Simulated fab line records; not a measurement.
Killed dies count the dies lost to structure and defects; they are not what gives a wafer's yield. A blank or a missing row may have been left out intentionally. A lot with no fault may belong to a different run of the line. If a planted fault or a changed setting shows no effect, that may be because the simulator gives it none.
Tool commonality check -- flow gf180mcu -- 13 lots and 39 wafers in the sample

== THE REASON FOR OPENING IT ==
On 2 of the 13 lots, a flag is raised at GF_V3_CD_MEAS_14 on the reading cd-nm. Wafers without a fault read 260.1 nm, standard deviation 1.2.
Rule: a lot is flagged in two cases, either no wafer of it has a number, or all its wafers with numbers fall more than 4 standard deviations from that mean. As for the other lots, they are considered sound.

lot,measured,on,"cd-nm (nm), wafer by wafer",flag
L113,day 22 19:36,cd-sem-01,262.0 261.5 263.2,
L114,day 23 08:12,cd-sem-01,257.9 259.3 256.9,
L115,day 23 12:06,cd-sem-01,261.4 260.4 260.9,
L116,day 23 21:45,cd-sem-02,258.6 259.0 258.3,
L117,day 24 06:59,cd-sem-02,259.7 259.7 259.6,
L122,day 25 23:26,cd-sem-01,258.0 258.7 260.2,
L124,day 26 15:57,cd-sem-01,265.7 267.0 267.1,FLAGGED
L125,day 26 22:05,cd-sem-01,268.9 269.4 268.4,FLAGGED
L128,day 27 18:06,cd-sem-02,259.4 261.2 260.9,
L131,day 28 12:52,cd-sem-02,260.0 259.4 258.5,
L133,day 29 08:25,cd-sem-02,261.4 260.2 261.0,
L134,day 29 12:11,cd-sem-02,258.3 259.4 258.8,
L135,day 29 15:54,cd-sem-01,261.8 261.3 261.0,
The mean of the flagged lots' numbers is 267.8 nm, +7.6 nm from the usual (+6 standard deviations).

== EACH LOT AND THE TOOL IT RAN ON ==
The record keeps 1 process step preceding the reading, out of 602 steps on the route. Read each cell as the tool, then ch plus the chambers that the sampled wafers visited, then the start.
lot,flag,GF_V3_SOFTBAKE_10
L113,,"litho-track-02 ch 0, day 22 08:00"
L114,,"litho-track-02 ch 0, day 22 21:00"
L115,,"litho-track-04 ch 0, day 23 00:00"
L116,,"litho-track-03 ch 0, day 23 10:00"
L117,,"litho-track-04 ch 0, day 23 20:00"
L122,,"litho-track-04 ch 0, day 25 13:00"
L124,FLAGGED,"litho-track-03 ch 0, day 26 05:00"
L125,FLAGGED,"litho-track-03 ch 0, day 26 12:00"
L128,,"litho-track-04 ch 0, day 27 08:00"
L131,,"litho-track-02 ch 0, day 28 03:00"
L133,,"litho-track-02 ch 0, day 28 23:00"
L134,,"litho-track-04 ch 0, day 29 03:00"
L135,,"litho-track-03 ch 0, day 29 06:00"
These steps, and what they do:
- GF_V3_SOFTBAKE_10: time 57 s.
- GF_V3_CD_MEAS_14: target cd 260 nm.

== FLAGGED AGAINST TOTAL, ONE TOOL AT A TIME (gauges that did the reading follow at the end) ==
step,tool,lots run,flagged,share of the flagged lots,sound lots run after its first flagged lot
GF_V3_SOFTBAKE_10,litho-track-02,4,0,none,-
GF_V3_SOFTBAKE_10,litho-track-03,4,2,all,1 (L135)
GF_V3_SOFTBAKE_10,litho-track-04,5,0,none,-
GF_V3_CD_MEAS_14,cd-sem-01,7,2,all,1 (L135)
GF_V3_CD_MEAS_14,cd-sem-02,6,0,none,-

== THE TABLE: WHAT IT ALLOWS ==
In 2 table rows, all flagged lots were run: litho-track-03 (GF_V3_SOFTBAKE_10), cd-sem-01 (GF_V3_CD_MEAS_14).
- litho-track-03 at GF_V3_SOFTBAKE_10 ran 4 lots, 2 of them flagged. Sound lots followed the first flagged one (L135) on it, something a lasting fault affecting the whole tool could not allow. Its own readings (heater-power-total-W, plate-temp-C) fall more than 4 standard deviations out on all wafers of the flagged lots.
- cd-sem-01 at GF_V3_CD_MEAS_14 ran 7 lots, 2 of them flagged. Sound lots followed the first flagged one (L135) on it, something a lasting fault affecting the whole tool could not allow.
None of the table's rows ran every flagged lot and, after the first, no sound lot.

== WHAT HAD BEEN PUT IN BY THE SIMULATOR ==
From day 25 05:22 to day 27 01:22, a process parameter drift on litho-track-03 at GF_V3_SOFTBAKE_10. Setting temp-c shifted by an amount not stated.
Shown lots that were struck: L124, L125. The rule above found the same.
